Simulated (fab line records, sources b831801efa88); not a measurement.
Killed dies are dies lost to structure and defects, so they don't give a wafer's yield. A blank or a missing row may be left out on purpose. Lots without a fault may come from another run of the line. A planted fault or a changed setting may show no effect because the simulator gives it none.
Which tool did it? | flow gf180mcu | 13 lots, 39 wafers sampled, at 5 steps of a route of 602

WHAT THE GAUGES READ, wafer by wafer
GF_STI_THK_MEAS_22. Usual: STI_OXIDATION_01_THK 15.02 nm, standard deviation 0.3.
lot  | measured    | on            | STI_OXIDATION_01_THK (nm) | flag
L332 | day 2 10:39 | film_metro-02 | 14.75 14.70 14.92         |
L333 | day 2 15:13 | film_metro-04 | 15.18 15.24 15.23         |
L334 | day 2 18:39 | film_metro-02 | 14.75 14.17 14.78         |
L335 | day 2 23:38 | film_metro-04 | 14.40 14.48 14.42         |
L340 | day 4 02:24 | film_metro-01 | 15.27 15.22 15.59         |
L341 | day 4 07:02 | film_metro-02 | 14.67 14.90 14.77         |
L342 | day 4 11:28 | film_metro-02 | 15.03 14.93 15.03         |
L345 | day 5 02:51 | film_metro-01 | 15.16 15.18 15.02         |
L347 | day 5 14:08 | film_metro-02 | 15.58 15.36 15.50         |
L350 | day 6 08:32 | film_metro-02 | 14.83 14.95 15.09         |
L352 | day 6 15:28 | film_metro-02 | 15.21 15.36 15.10         |
L353 | day 6 19:52 | film_metro-01 | 14.94 14.63 14.77         |
L354 | day 7 05:01 | film_metro-02 | 15.06 15.41 14.91         |

GF_VT_IMPLANT_OVL_MEAS_18. Usual: VT_IMPLANT_01_OVL 0.0 nm, standard deviation 1.5.
lot  | measured     | on         | VT_IMPLANT_01_OVL (nm) | flag
L332 | day 6 16:31  | overlay-02 | 2.7 1.6 0.6            |
L333 | day 6 19:33  | overlay-02 | -0.8 -0.2 -1.8         |
L334 | day 7 04:07  | overlay-01 | 1.0 0.6 0.4            |
L335 | day 7 08:12  | overlay-01 | 0.5 -0.6 0.0           |
L340 | day 8 15:13  | overlay-02 | 1.0 0.1 0.5            |
L341 | day 8 21:06  | overlay-02 | 1.2 0.8 2.1            |
L342 | day 9 01:31  | overlay-02 | 0.0 -0.2 1.0           |
L345 | day 9 20:56  | overlay-02 | 1.3 2.1 2.1            |
L347 | day 10 11:01 | overlay-02 | 1.1 1.9 1.0            |
L350 | day 11 10:22 | overlay-01 | -1.6 -0.5 -1.5         |
L352 | day 11 19:19 | overlay-01 | -1.9 -0.8 -3.0         |
L353 | day 12 00:28 | overlay-02 | 2.6 2.2 3.2            |
L354 | day 12 10:37 | overlay-01 | 0.6 -0.2 -0.4          |

GF_VT_IMPLANT_RS_MEAS_49: measures by four-point-probe. Usual: MVPSD_RS 1169.1 ohm/sq, standard deviation 2.2.
lot  | measured     | on            | MVPSD_RS (ohm/sq)    | flag
L332 | day 8 01:00  | film_metro-02 | 1171.1 1167.7 1168.8 |
L333 | day 8 05:04  | film_metro-03 | 1169.4 1168.5 1170.6 |
L334 | day 8 13:11  | film_metro-03 | 1169.6 1168.3 1166.3 |
L335 | day 8 17:22  | film_metro-01 | 1172.8 1171.4 1173.0 |
L340 | day 10 01:55 | film_metro-01 | 1184.0 1185.6 1190.4 | OFF
L341 | day 10 08:09 | film_metro-02 | 1189.6 1190.8 1189.8 | OFF
L342 | day 10 13:56 | film_metro-01 | 1169.6 1169.2 1170.0 |
L345 | day 11 09:38 | film_metro-02 | 1168.3 1169.4 1167.4 |
L347 | day 12 01:37 | film_metro-01 | 1168.5 1165.8 1165.4 |
L350 | day 13 02:43 | film_metro-03 | 1170.5 1166.7 1167.2 |
L352 | day 13 11:33 | film_metro-01 | 1170.2 1170.8 1168.0 |
L353 | day 13 17:19 | film_metro-02 | 1169.1 1171.8 1168.4 |
L354 | day 14 03:56 | film_metro-03 | 1173.5 1175.1 1173.5 |

WHICH TOOL RAN EACH LOT (tool, then ch and the chambers of the sampled wafers, then the start)
lot  | GF_NWELL_STRIP_10                   | GF_MVPSD_IMPLANT_09
L332 | plasma_asher-02 ch 0,1, day 3 16:07 | implanter-02 ch 0, day 5 10:45
L333 | plasma_asher-04 ch 0,1, day 3 19:38 | implanter-04 ch 0, day 5 13:38
L334 | plasma_asher-01 ch 0,1, day 4 00:06 | implanter-01 ch 0, day 5 22:25
L335 | plasma_asher-01 ch 0,1, day 4 05:14 | implanter-04 ch 0, day 6 01:17
L340 | plasma_asher-04 ch 0,1, day 5 10:09 | implanter-04 ch 0, day 7 07:32
L341 | plasma_asher-04 ch 0,1, day 5 14:06 | implanter-04 ch 0, day 7 11:46
L342 | plasma_asher-04 ch 1, day 5 18:26   | implanter-02 ch 0, day 7 16:23
L345 | plasma_asher-01 ch 0,1, day 6 10:11 | implanter-02 ch 0, day 8 10:26
L347 | plasma_asher-01 ch 0,1, day 6 23:00 | implanter-01 ch 0, day 9 00:21
L350 | plasma_asher-01 ch 0,1, day 7 18:20 | implanter-02 ch 0, day 9 21:44
L352 | plasma_asher-02 ch 0,1, day 8 02:54 | implanter-02 ch 0, day 10 06:25
L353 | plasma_asher-01 ch 0,1, day 8 07:15 | implanter-01 ch 0, day 10 10:43
L354 | plasma_asher-02 ch 0,1, day 8 15:50 | implanter-01 ch 0, day 10 20:40
- GF_NWELL_STRIP_10: strips in O2/N2.
- GF_MVPSD_IMPLANT_09

WHAT THE TOOLS THEMSELVES READ (means of the sampled wafers that have a number; where no wafer has one, the mark that the record gives instead)
GF_NWELL_STRIP_10. Usual: drypump_motor_current_A 5.7 A, standard deviation 0.51; heater_power_w 340 W, standard deviation 59; oes_product_au 0.723 a.u., standard deviation 0.0047; strip_time_to_endpoint_s 37.03 s, standard deviation 0.1.
lot  | tool            | drypump_motor_current_A (A) | heater_power_w (W) | oes_product_au (a.u.) | strip_time_to_endpoint_s (s) | flag
L332 | plasma_asher-02 | 5.5                         | 361                | 0.724                 | 37.04                        |
L333 | plasma_asher-04 | 6.0                         | 310                | 0.723                 | 37.06                        |
L334 | plasma_asher-01 | 5.7                         | 384                | 0.724                 | 36.95                        |
L335 | plasma_asher-01 | 5.7                         | 332                | 0.726                 | 36.98                        |
L340 | plasma_asher-04 | 5.9                         | 314                | 0.721                 | 37.16                        |
L341 | plasma_asher-04 | 5.4                         | 319                | 0.725                 | 37.07                        |
L342 | plasma_asher-04 | 4.9                         | 322                | 0.726                 | 37.12                        |
L345 | plasma_asher-01 | 5.7                         | 382                | 0.722                 | 36.92                        |
L347 | plasma_asher-01 | 5.7                         | 385                | 0.723                 | 37.17                        |
L350 | plasma_asher-01 | 5.7                         | 328                | 0.724                 | 37.05                        |
L352 | plasma_asher-02 | 5.5                         | 376                | 0.721                 | 36.93                        |
L353 | plasma_asher-01 | 5.7                         | 327                | 0.719                 | 36.99                        |
L354 | plasma_asher-02 | 5.5                         | 348                | 0.723                 | 37.11                        |

GF_MVPSD_IMPLANT_09. Usual: beam_energy_keV 40.001, standard deviation 0.011; dose_ions_cm2 5.001e+12, standard deviation 5.3e+09; faraday_current_uA 28.2, standard deviation 0.6.
lot  | tool         | beam_energy_keV | dose_ions_cm2 | faraday_current_uA | flag
L332 | implanter-02 | 39.994          | 5.000e+12     | 28.5               |
L333 | implanter-04 | 39.999          | 5.003e+12     | 28.2               |
L334 | implanter-01 | 39.998          | 4.996e+12     | 28.8               |
L335 | implanter-04 | 40.019          | 4.997e+12     | 28.6               |
L340 | implanter-04 | 40.003          | 4.527e+12     | 25.4               | OFF
L341 | implanter-04 | 40.001          | 4.523e+12     | 25.7               | OFF
L342 | implanter-02 | 39.991          | 4.998e+12     | 27.6               |
L345 | implanter-02 | 40.008          | 5.006e+12     | 28.3               |
L347 | implanter-01 | 40.005          | 4.998e+12     | 27.7               |
L350 | implanter-02 | 39.991          | 4.994e+12     | 28.3               |
L352 | implanter-02 | 39.995          | 5.002e+12     | 28.4               |
L353 | implanter-01 | 39.996          | 4.995e+12     | 28.5               |
L354 | implanter-01 | 40.002          | 4.996e+12     | 27.8               |

THE ANSWER, worked out from the rows above alone
Rule: a lot is off if the mean of its wafers that have a number lies more than 3 standard deviations from the usual mean. A lot without any number at a reading at which 4 lots or more have one is off too. The other lots that the step has rows for count as sound. The gauges are gone through in route order, then the tools' own readings, and for those a lot's mean is taken as printed above. The first step at which some lot is off is used, and at that step the reading that is off furthest; a lot without a number counts as furthest.
Off: L340, L341, at GF_VT_IMPLANT_RS_MEAS_49 (MVPSD_RS).
A tool fits if, at a process step before that reading, it ran every lot that is off, and no sound lot after the first of them. The gauges at GF_VT_IMPLANT_RS_MEAS_49 aren't tried: what is off there is off at GF_MVPSD_IMPLANT_09 too, on other tools, and a gauge's error can't cause that. One fits: implanter-04 at GF_MVPSD_IMPLANT_09. Its last sound lot is L335 (day 6 01:17), its first lot that is off L340 (day 7 07:32): a fault that began between those two fits.
The tool's own readings at GF_MVPSD_IMPLANT_09 bear it out: on the lots that are off they differ by more than 5 times the standard deviation of the sound lots' means. dose_ions_cm2 reads 4.525e+12 there against 4.999e+12 on the sound lots; faraday_current_uA reads 25.5 there against 28.2 on the sound lots.

WHAT THE SIMULATOR HAD PUT IN
Process parameter drift: implanter-04, from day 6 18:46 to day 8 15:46, at GF_MVPSD_IMPLANT_09. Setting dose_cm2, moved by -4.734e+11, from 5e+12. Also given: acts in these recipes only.
Lots struck among those shown: L340, L341. The rule above found the same.
